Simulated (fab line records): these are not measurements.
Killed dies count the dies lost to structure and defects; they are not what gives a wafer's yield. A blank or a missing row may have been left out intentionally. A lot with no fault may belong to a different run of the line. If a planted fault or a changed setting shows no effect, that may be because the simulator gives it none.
Which tool was responsible? | flow sky130 | 12 lots, 36 wafers sampled, at 5 steps of a route of 708

WHAT EACH GAUGE READ, for each wafer
SKY_LOCAL_INTERCONNECT_CD_MEAS_11: target cd 170 nm. Usual: cd nm 169.9 nm, standard deviation 1.7.
lot  | measured     | on        | cd nm (nm)        | flag
L846 | day 31 01:27 | cd sem-01 | 168.7 170.3 169.6 |
L847 | day 31 08:31 | cd sem-01 | 168.0 167.2 168.9 |
L855 | day 34 02:20 | cd sem-02 | 168.3 167.7 167.7 |
L857 | day 34 16:41 | cd sem-02 | 166.3 166.9 168.3 |
L858 | day 35 02:19 | cd sem-01 | 170.5 170.1 169.9 |
L859 | day 35 07:38 | cd sem-02 | 168.9 170.0 168.3 |
L861 | day 36 07:59 | cd sem-02 | 171.3 170.0 171.3 |
L863 | day 38 00:50 | cd sem-01 | 173.9 172.5 172.7 |
L866 | day 38 01:35 | cd sem-02 | 169.7 169.4 170.2 |
L864 | day 38 02:32 | cd sem-02 | 169.6 168.4 169.3 |
L862 | day 38 04:28 | cd sem-02 | 170.3 171.3 171.5 |
L865 | day 38 08:25 | cd sem-02 | 171.3 171.5 169.4 |

SKY_CONTACT_OVL_MEAS_15. Usual: for CONTACT_OVL the level is -1 nm and the standard deviation is 5.2.
lot  | measured     | on         | CONTACT_OVL (nm) | flag
L846 | day 32 06:44 | overlay-01 | -3 -2 -14        |
L847 | day 32 12:57 | overlay-01 | 1 -1 -1          |
L855 | day 35 06:28 | overlay-02 | 1 -6 3           |
L857 | day 35 20:11 | overlay-02 | 5 3 -3           |
L858 | day 36 05:51 | overlay-02 | 2 -4 -4          |
L859 | day 36 12:23 | overlay-02 | -4 6 -4          |
L861 | day 37 11:22 | overlay-02 | -2 -6 -2         |
L863 | day 39 03:38 | overlay-01 | -4 5 7           |
L866 | day 39 03:58 | overlay-01 | -9 5 -3          |
L864 | day 39 05:18 | overlay-01 | -8 -6 -16        |
L862 | day 39 07:24 | overlay-01 | -4 5 4           |
L865 | day 39 10:58 | overlay-02 | -1 -1 -4         |

EACH LOT AND THE TOOL THAT RAN IT (in order: tool; ch and the chambers of the sampled wafers; start)
lot  | SKY_LOCAL_INTERCONNECT_ETCH_13    | SKY_LOCAL_INTERCONNECT_STRIP_15      | SKY_CONTACT_CMP_04
L846 | rie metal-02 ch 0,1, day 31 01:37 | plasma asher-02 ch 0,1, day 31 01:43 | cmp-01 ch 0,2,3, day 31 02:44
L847 | rie metal-03 ch 0,1, day 31 08:41 | plasma asher-01 ch 0,1, day 31 08:47 | cmp-02 ch 0,1, day 31 09:37
L855 | rie metal-04 ch 1, day 34 02:29   | plasma asher-02 ch 0,1, day 34 02:35 | cmp-01 ch 1,2,3, day 34 03:28
L857 | rie metal-03 ch 0,1, day 34 16:50 | plasma asher-04 ch 0,1, day 34 16:58 | cmp-02 ch 1,2,3, day 34 17:49
L858 | rie metal-02 ch 1, day 35 02:29   | plasma asher-01 ch 0,1, day 35 02:43 | cmp-01 ch 0,1,3, day 35 03:38
L859 | rie metal-04 ch 0,1, day 35 07:47 | plasma asher-02 ch 0,1, day 35 07:55 | cmp-01 ch 1,2,3, day 35 08:44
L861 | rie metal-02 ch 0,1, day 36 08:06 | plasma asher-01 ch 0,1, day 36 08:14 | cmp-01 ch 0,1,3, day 36 09:11
L863 | rie metal-03 ch 1, day 38 01:00   | plasma asher-02 ch 0,1, day 38 01:13 | cmp-02 ch 0,2,3, day 38 02:19
L866 | rie metal-02 ch 0,1, day 38 01:44 | plasma asher-01 ch 0,1, day 38 01:52 | cmp-02 ch 1,2,3, day 38 02:40
L864 | rie metal-04 ch 0, day 38 02:41   | plasma asher-02 ch 0,1, day 38 02:49 | cmp-02 ch 0,1,3, day 38 03:40
L862 | rie metal-02 ch 0, day 38 04:38   | plasma asher-02 ch 0,1, day 38 04:50 | cmp-02 ch 0,3, day 38 05:43
L865 | rie metal-04 ch 0,1, day 38 08:33 | plasma asher-01 ch 0,1, day 38 08:40 | cmp-02 ch 0,2,3, day 38 09:29
- SKY_LOCAL_INTERCONNECT_ETCH_13: etches BARC in N2/H2, stops on SiO2, time 45.9 s, target depth 60 nm.
- SKY_LOCAL_INTERCONNECT_STRIP_15: strips in O2/N2.
- SKY_CONTACT_CMP_04: polishes SiO2.

WHAT THE TOOLS THEMSELVES READ (means of the sampled wafers that have a number; where no wafer has one, the mark that the record gives instead)
SKY_LOCAL_INTERCONNECT_ETCH_13. Usual: drypump motor current A 6.3 A, standard deviation 0.32; oes product au 0.855 a.u., standard deviation 0.0041; rf fwd power W 495.2 W, standard deviation 1.7; throttle valve pct 13.225 %, standard deviation 0.01.
lot  | tool         | drypump motor current A (A) | oes product au (a.u.) | rf fwd power W (W) | throttle valve pct (%) | flag
L846 | rie metal-02 | 6.6                         | 0.850                 | 494.4              | 13.226                 |
L847 | rie metal-03 | 6.1                         | 0.855                 | 494.2              | 13.224                 |
L855 | rie metal-04 | 6.4                         | 0.855                 | 497.0              | 13.231                 |
L857 | rie metal-03 | 6.1                         | 0.860                 | 495.9              | 13.219                 |
L858 | rie metal-02 | 6.5                         | 0.859                 | 494.8              | 13.230                 |
L859 | rie metal-04 | 6.1                         | 0.858                 | 495.6              | 13.228                 |
L861 | rie metal-02 | 6.6                         | 0.854                 | 495.1              | 13.214                 |
L863 | rie metal-03 | 5.8                         | 0.857                 | 494.3              | 13.228                 |
L866 | rie metal-02 | 6.6                         | 0.855                 | 495.1              | 13.232                 |
L864 | rie metal-04 | 5.8                         | 0.857                 | 493.1              | 13.224                 |
L862 | rie metal-02 | 6.6                         | 0.860                 | 493.5              | 13.220                 |
L865 | rie metal-04 | 6.2                         | 0.856                 | 497.4              | 13.223                 |

SKY_LOCAL_INTERCONNECT_STRIP_15. Usual: drypump motor current A 6.0 A, standard deviation 0.57; o2 flow sccm 3000 sccm, standard deviation 9.8; oes product au 0.427 a.u., standard deviation 0.0046; strip time to endpoint s 4.727 s, standard deviation 0.02.
lot  | tool            | drypump motor current A (A) | o2 flow sccm (sccm) | oes product au (a.u.) | strip time to endpoint s (s) | flag
L846 | plasma asher-02 | 5.6                         | 2996                | 0.423                 | 4.655                        | OFF
L847 | plasma asher-01 | 6.0                         | 2997                | 0.428                 | 4.707                        |
L855 | plasma asher-02 | 5.6                         | 3002                | 0.432                 | 4.781                        |
L857 | plasma asher-04 | 5.7                         | 2995                | 0.428                 | 4.736                        |
L858 | plasma asher-01 | 6.2                         | 2985                | 0.431                 | 4.732                        |
L859 | plasma asher-02 | 6.1                         | 2996                | 0.427                 | 4.750                        |
L861 | plasma asher-01 | 6.0                         | 3004                | 0.423                 | 4.716                        |
L863 | plasma asher-02 | 5.6                         | 3006                | 0.430                 | 4.719                        |
L866 | plasma asher-01 | 6.0                         | 2999                | 0.427                 | 4.728                        |
L864 | plasma asher-02 | 6.1                         | 2994                | 0.430                 | 4.746                        |
L862 | plasma asher-02 | 6.1                         | 2999                | 0.427                 | 4.727                        |
L865 | plasma asher-01 | 6.0                         | 2992                | 0.427                 | 4.710                        |

SKY_CONTACT_CMP_04. Usual: motor current A 12.3 A, standard deviation 0.85; time to endpoint s 81 s, standard deviation 4.1.
lot  | tool   | motor current A (A) | time to endpoint s (s) | flag
L846 | cmp-01 | 12.4                | 84                     |
L847 | cmp-02 | 13.6                | 81                     |
L855 | cmp-01 | 11.9                | 83                     |
L857 | cmp-02 | 12.4                | 77                     |
L858 | cmp-01 | 12.5                | 84                     |
L859 | cmp-01 | 12.3                | 79                     |
L861 | cmp-01 | 12.5                | 81                     |
L863 | cmp-02 | 11.6                | 76                     |
L866 | cmp-02 | 12.3                | 77                     |
L864 | cmp-02 | 12.5                | 82                     |
L862 | cmp-02 | 11.9                | 82                     |
L865 | cmp-02 | 11.5                | 81                     |

THE ANSWER, worked out from the rows above alone
Rule: a lot counts as off when the mean over its wafers that have a number is more than 3 standard deviations away from the usual mean. Also off: a lot with no number at a reading for which 4 or more lots have one. Where the step has rows for the other lots, those lots are counted as sound. First the gauges in route order, then the tools' own readings, where a lot's mean is used as printed above. The first step at which some lot is off is used, and at that step the reading that is off furthest; a lot without a number counts as furthest.
Off: L846 (SKY_LOCAL_INTERCONNECT_STRIP_15, strip time to endpoint s).
If a tool, at that step or one of the process steps before it, ran each lot that is off and ran no sound lot following the first of them, it fits. No candidate that was tried fits.

WHAT WAS PUT IN BY THE SIMULATOR
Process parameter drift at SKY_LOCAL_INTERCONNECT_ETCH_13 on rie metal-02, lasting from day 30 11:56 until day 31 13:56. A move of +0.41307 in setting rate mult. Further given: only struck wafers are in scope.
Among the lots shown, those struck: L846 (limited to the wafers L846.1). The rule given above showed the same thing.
